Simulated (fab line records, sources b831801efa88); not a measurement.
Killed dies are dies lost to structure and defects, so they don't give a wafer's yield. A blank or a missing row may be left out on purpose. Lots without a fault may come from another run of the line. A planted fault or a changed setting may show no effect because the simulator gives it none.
Which tool did it? | flow sky130 | 15 lots, 45 wafers sampled, at 2 steps of a route of 708

WHAT THE GAUGES READ, wafer by wafer
SKY_VIA1_THK_MEAS_01.
lot  | measured     | on            | VIA1_HDPCVD_THK (nm)
L418 | day 32 20:41 | film_metro-04 | 1043 1033 1031
L419 | day 33 12:08 | film_metro-04 | 1020 1049 1028
L421 | day 34 02:59 | film_metro-02 | 1035 1025 1029
L420 | day 34 08:25 | film_metro-04 | 1031 1031 1031
L425 | day 35 02:29 | film_metro-01 | 1044 1045 1046
L424 | day 35 04:21 | film_metro-01 | 2058 2062 2084
L426 | day 35 17:31 | film_metro-02 | 2046 2073 2062
L427 | day 36 01:23 | film_metro-01 | 2010 2047 2047
L428 | day 36 12:58 | film_metro-04 | 1035 1030 1024
L434 | day 38 00:20 | film_metro-02 | 1027 1025 1034
L433 | day 38 04:20 | film_metro-02 | 1023 1037 1021
L436 | day 38 19:52 | film_metro-01 | 1038 1021 1036
L439 | day 39 10:11 | film_metro-01 | 1032 1049 1038
L438 | day 39 11:41 | film_metro-02 | 1037 1031 1043
L440 | day 39 21:37 | film_metro-04 | 1022 1028 1017

WHICH TOOL RAN EACH LOT (tool, then ch and the chambers of the sampled wafers, then the start)
lot  | SKY_VIA1_HDPCVD_00
L418 | hdpcvd-02 ch 0,1, day 32 20:33
L419 | hdpcvd-02 ch 0,2, day 33 12:01
L421 | hdpcvd-01 ch 0,1, day 34 02:52
L420 | hdpcvd-01 ch 0,1,2, day 34 08:17
L425 | hdpcvd-01 ch 1,2, day 35 02:21
L424 | hdpcvd-02 ch 0,1,2, day 35 03:57
L426 | hdpcvd-02 ch 0,1,2, day 35 17:08
L427 | hdpcvd-02 ch 1,2, day 36 00:59
L428 | hdpcvd-02 ch 0,1,2, day 36 12:52
L434 | hdpcvd-01 ch 0,1, day 38 00:13
L433 | hdpcvd-01 ch 0,2, day 38 04:13
L436 | hdpcvd-01 ch 1,2, day 38 19:44
L439 | hdpcvd-01 ch 1,2, day 39 10:04
L438 | hdpcvd-02 ch 0,1, day 39 11:35
L440 | hdpcvd-01 ch 0,1, day 39 21:29
- SKY_VIA1_HDPCVD_00: deposits SiO2, target thk 1030 nm, time 171.7 s.

WHAT THE TOOLS THEMSELVES READ (means of the sampled wafers that have a number; where no wafer has one, the mark that the record gives instead)
The record holds no such reading with a usual standard deviation.

THE ANSWER, worked out from the rows above alone
Rule: what is usual is taken from the lots themselves. Put in order of their means at a reading, lots are off if they are a third of the lots or fewer, leave a main group of 4 or more, and stand apart from it by a gap of 3 or more times the standard deviation of the main group's means; of several such gaps the widest counts. A main group whose means are all the same, to the digits that the tables above print for the reading, isn't used. A lot without any number at a reading at which 4 lots or more have one is off too. The other lots that the step has rows for count as sound. The gauges are gone through in route order, then the tools' own readings, and for those a lot's mean is taken as printed above. The first step at which some lot is off is used, and at that step the reading that is off furthest; a lot without a number counts as furthest.
Off: L424, L426, L427, at SKY_VIA1_THK_MEAS_01 (VIA1_HDPCVD_THK). The main group: mean 1032 nm, standard deviation 5.8.
A tool fits if, at a process step before that reading, it ran every lot that is off, and no sound lot after the first of them. The gauges at SKY_VIA1_THK_MEAS_01 are tried like those tools. None of those tried fits.

WHAT THE SIMULATOR HAD PUT IN
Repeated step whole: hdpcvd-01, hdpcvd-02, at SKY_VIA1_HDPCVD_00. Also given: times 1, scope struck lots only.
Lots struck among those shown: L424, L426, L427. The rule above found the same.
